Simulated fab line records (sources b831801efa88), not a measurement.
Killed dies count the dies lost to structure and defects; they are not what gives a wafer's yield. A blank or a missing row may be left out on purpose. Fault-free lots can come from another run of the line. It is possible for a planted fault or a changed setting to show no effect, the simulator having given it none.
Matching of chambers / flow gf180mcu / 4 sister chambers for GF_V1_CMP_26 on cmp-02
The step polishes, stops on SiO2, t overpolish 15 s, target thk 0 nm. 8 wafers are shown with their chamber, then 12 later ones without.

EACH WAFER AND ITS CHAMBER
wafer=L081.1; chamber=3; motor_current_A (A)=10.6; time_to_endpoint_s (s)=87
wafer=L083.5; chamber=0; motor_current_A (A)=10.6; time_to_endpoint_s (s)=79
wafer=L086.1; chamber=0; motor_current_A (A)=10.8; time_to_endpoint_s (s)=84
wafer=L086.4; chamber=2; motor_current_A (A)=11.9; time_to_endpoint_s (s)=84
wafer=L086.5; chamber=2; motor_current_A (A)=11.4; time_to_endpoint_s (s)=80
wafer=L089.1; chamber=1; motor_current_A (A)=10.6; time_to_endpoint_s (s)=87
wafer=L089.3; chamber=3; motor_current_A (A)=10.4; time_to_endpoint_s (s)=87
wafer=L089.5; chamber=1; motor_current_A (A)=10.6; time_to_endpoint_s (s)=84

WAFERS MISSING THEIR CHAMBER
wafer=L092.2; motor_current_A (A)=11.1; time_to_endpoint_s (s)=80
wafer=L092.5; motor_current_A (A)=11.6; time_to_endpoint_s (s)=80
wafer=L092.6; motor_current_A (A)=11.0; time_to_endpoint_s (s)=86
wafer=L093.4; motor_current_A (A)=10.6; time_to_endpoint_s (s)=85
wafer=L093.5; motor_current_A (A)=11.0; time_to_endpoint_s (s)=83
wafer=L093.6; motor_current_A (A)=11.6; time_to_endpoint_s (s)=80
wafer=L095.1; motor_current_A (A)=12.1; time_to_endpoint_s (s)=83
wafer=L095.2; motor_current_A (A)=11.4; time_to_endpoint_s (s)=81
wafer=L095.4; motor_current_A (A)=10.4; time_to_endpoint_s (s)=80
wafer=L096.2; motor_current_A (A)=10.8; time_to_endpoint_s (s)=83
wafer=L096.5; motor_current_A (A)=11.0; time_to_endpoint_s (s)=80
wafer=L096.6; motor_current_A (A)=11.0; time_to_endpoint_s (s)=76

WHICH CHAMBER EACH WENT THROUGH
wafer=L092.2; from the rows above=can't be placed: 0 or 2 or 1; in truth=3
wafer=L092.5; from the rows above=2; in truth=2
wafer=L092.6; from the rows above=can't be placed: 1 or 0 or 3 or 2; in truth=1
wafer=L093.4; from the rows above=can't be placed: 1 or 3 or 0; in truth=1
wafer=L093.5; from the rows above=can't be placed: 0 or 1 or 3 or 2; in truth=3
wafer=L093.6; from the rows above=2; in truth=2
wafer=L095.1; from the rows above=2; in truth=2
wafer=L095.2; from the rows above=2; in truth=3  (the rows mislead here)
wafer=L095.4; from the rows above=can't be placed: 0 or 1 or 3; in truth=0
wafer=L096.2; from the rows above=can't be placed: 0 or 1 or 3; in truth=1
wafer=L096.5; from the rows above=can't be placed: 0 or 1 or 2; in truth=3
wafer=L096.6; from the rows above=can't be placed: 0 or 2 or 1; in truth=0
Correct placement for 3 of the 12. These rows do not allow placing 8 (true chamber among the candidates in 6). Number placed wrongly: 1.
How it was worked out, from the rows above alone: a wafer's distance from a chamber is the root of the sum, over the readings, of the square of ((its reading less the chamber's mean) divided by the reading's scatter). If the next closest chamber is less than 2 further off than the closest, the wafer can't be placed; otherwise it belongs to the closest. For every chamber, the mean is computed from those of its wafers that are shown. How the scatter is found: for the shown wafers, subtract from each reading the mean of its chamber, square and add these, divide the total by (wafers less chambers), then take the root.
